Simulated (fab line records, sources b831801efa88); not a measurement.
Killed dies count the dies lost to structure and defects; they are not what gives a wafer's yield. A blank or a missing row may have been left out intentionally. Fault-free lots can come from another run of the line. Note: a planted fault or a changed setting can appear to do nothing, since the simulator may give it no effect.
A lot that was struck, set against a sound lot ; flow sky130 ; 23 out of 708 route steps
Sound: these wafers, L927.1, L927.3, L927.6. Struck: wafers L920.2, L920.4, L920.6. The cause is given at the end.
Each step with rows lists, per side, the tool, then ch with its chambers, then its first start. Under that, the readings that differ: sound wafers ; struck wafers ; difference of the means ; sigmas: that difference in standard deviations of wafers without a fault.
alike: readings with means less than 2 such deviations apart, plus words and numbers identical on both sides. not compared: withheld readings, readings lacking a value on some wafer, bounds such as >300 that could conceal the same value, and numbers that have no deviation in the record and whose values overlap.
A row with sigmas, a row that says differs or no value, or rows on one side alone: a step with any of these is where the two part. Non-overlapping numbers with no deviation appear without sigmas and do not part them. Lack of a reading on every wafer of one side parts them only where that side has two or more wafers.

first, 1 step without rows for these wafers: SKY_METAL3_METAL_ETCH_18 (etches the open film in Cl2/BCl3, stops on SiO2, target depth 845 nm, time 183.1 s).
SKY_METAL3_STRIP_19: strips in O2/N2.
  sound on plasma asher-03 ch 1, day 45 00:08; struck on plasma asher-01 ch 0,1, day 42 20:38
  alike: drypump motor current A, oes product au, strip time to endpoint s
  not compared: rf hours counter h
then, 4 steps without rows for these wafers: SKY_METAL3_STRIP_20 (strips in post etch residue remover, time 1200 s); SKY_METAL3_CLEAN_21 (cleans in IPA, time 180 s); SKY_METAL3_CLEAN_22 (cleans in O3/DIW); SKY_VIA3_HDPCVD_00 (deposits SiO2, target thk 1635 nm, time 272.5 s).
SKY_VIA3_THK_MEAS_01:
  sound on film metro-03, day 45 00:53; struck on film metro-01, day 42 21:24
  alike: VIA3_HDPCVD_THK
SKY_VIA3_CMP_02: polishes SiO2.
  sound on cmp-01 ch 1,3, day 45 00:57; struck on cmp-02 ch 1,3, day 42 21:30
  alike: motor current A, platen rpm
SKY_VIA3_BOW_MEAS_03:
  sound on film metro-03, day 45 01:15; struck on film metro-01, day 42 21:46
  alike: VIA3_BOW
then, 3 steps without rows for these wafers: SKY_VIA3_DEHYDRATE_04 (time 60 s); SKY_VIA3_HMDS_05 (prime time 60 s); SKY_VIA3_COAT_06 (resist thk 60 nm).
SKY_VIA3_COAT_07: resist thk 450 nm.
  sound on litho track-03 ch 0, day 45 11:00; struck on litho track-01 ch 0, day 43 08:00
reading;sound;struck;difference;sigmas
spin speed rpm (rpm);3004.4 3002.5 2999.4;3056.8 3058.5 3060.8;+56.6;+23
model.KrF-thick_of_VIA3_COAT_07.thk nm (nm);449.1 448.1 448.4;445.4 444.9 444.2;-3.7;
SKY_VIA3_SOFTBAKE_08: time 93.82 s.
  sound on litho track-03 ch 0; struck on litho track-01 ch 0
  alike: plate sensor t centre C, plate sensor t edge C
then, 3 steps without rows for these wafers: SKY_VIA3_EXPOSE_09 (exposes mask VIM3, target cd 200 nm); SKY_VIA3_PEB_10; SKY_VIA3_DEVELOP_11 (develop time 60 s).
SKY_VIA3_CD_MEAS_12: the cd target is 200 nm.
  sound on cd sem-01, day 45 22:07; struck on cd sem-01, day 43 19:48
  alike: cd nm
SKY_VIA3_OVL_MEAS_13:
  sound on overlay-01, day 45 22:14; struck on overlay-01, day 43 19:54
  alike: VIA3_OVL
SKY_VIA3_ETCH_14: etches BARC in N2/H2, stops on SiO2, time 45.9 s, target depth 60 nm.
  sound on rie diel-03 ch 0,1, day 45 22:16; struck on rie diel-03 ch 1,2, day 43 19:56
  alike: drypump motor current A, oes product au, throttle valve pct
  not compared: rf hours counter h
SKY_VIA3_ETCH_15: etches SiO2 in C4F8/O2/Ar, stops on TiN, target depth 507 nm, time 78 s.
  sound on rie diel-03 ch 0,1, day 45 22:18; struck on rie diel-03 ch 1,2, day 43 19:59
reading;sound;struck;difference;sigmas
model.KrF-thick_of_VIA3_COAT_07.thk nm (nm);292.7 293.5 294.2;283.4 284.6 280.8;-10.5;
  alike: oes product au
SKY_VIA3_STRIP_16: strips in O2/N2.
  sound on plasma asher-04 ch 1, day 45 22:22; struck on plasma asher-02 ch 0,1, day 43 20:02
reading;sound;struck;difference;sigmas
drypump motor current A (A);6.1 6.1 6.1;5.4 5.4 5.2;-0.8;-2
strip time to endpoint s (s);4.144 4.149 4.165;4.034 4.061 4.021;-0.114;-4
  alike: oes product au
  not compared: rf hours counter h
next, for these wafers, 1 step has no rows: SKY_PAD_OPEN_PROBE_99.

WHERE THEY PART
Earliest at SKY_VIA3_COAT_07; latest, in this record, at SKY_VIA3_STRIP_16.

WHY: what had been put in by the simulator
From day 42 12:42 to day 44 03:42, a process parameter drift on litho track-01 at SKY_VIA3_COAT_07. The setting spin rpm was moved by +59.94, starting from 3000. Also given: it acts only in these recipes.
